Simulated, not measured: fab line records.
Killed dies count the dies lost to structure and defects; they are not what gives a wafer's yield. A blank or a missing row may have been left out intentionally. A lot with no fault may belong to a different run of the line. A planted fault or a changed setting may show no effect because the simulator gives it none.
Which tool was responsible?	flow sfq_line	route of 325 steps, sampled at 1 step: 7 lots, 21 wafers

WHAT THE GAUGES READ, wafer by wafer
SFQ_INCOMING_BOW_MEAS_900.
lot	measured	on	INCOMING_BOW (um)
L249	day 1 15:02	film_metro-03	-6 -8 8
L251	day 2 01:04	film_metro-01	-6 7 -2
L256	day 3 02:00	film_metro-01	-11 -4 -14
L262	day 4 08:00	film_metro-01	11 9 11
L266	day 5 04:00	film_metro-02	2 1 0
L268	day 5 14:01	film_metro-01	1 -6 -2
L270	day 6 00:00	film_metro-02	0 8 -7

EACH LOT AND THE TOOL THAT RAN IT (in order: tool; ch and the chambers of the sampled wafers; start)
Before these readings, the record contains no process step.

THE ANSWER, worked out from the rows above alone
Rule: the lots themselves supply what counts as usual. The widest of any qualifying gaps counts: lots, ordered by their means at a reading, are off when they make up no more than a third of the lots, leave a main group of 4 or more, and stand apart from it by 3 or more times the standard deviation of that group's means. The tables above print the reading to a certain number of digits; a main group whose means all agree to those digits is not used. A lot without any number at a reading at which 4 lots or more have one is off too. All remaining lots with rows at the step are treated as sound.
No lot is off at any reading shown: from this, nothing can be told.

WHAT THE SIMULATOR HAD PUT IN
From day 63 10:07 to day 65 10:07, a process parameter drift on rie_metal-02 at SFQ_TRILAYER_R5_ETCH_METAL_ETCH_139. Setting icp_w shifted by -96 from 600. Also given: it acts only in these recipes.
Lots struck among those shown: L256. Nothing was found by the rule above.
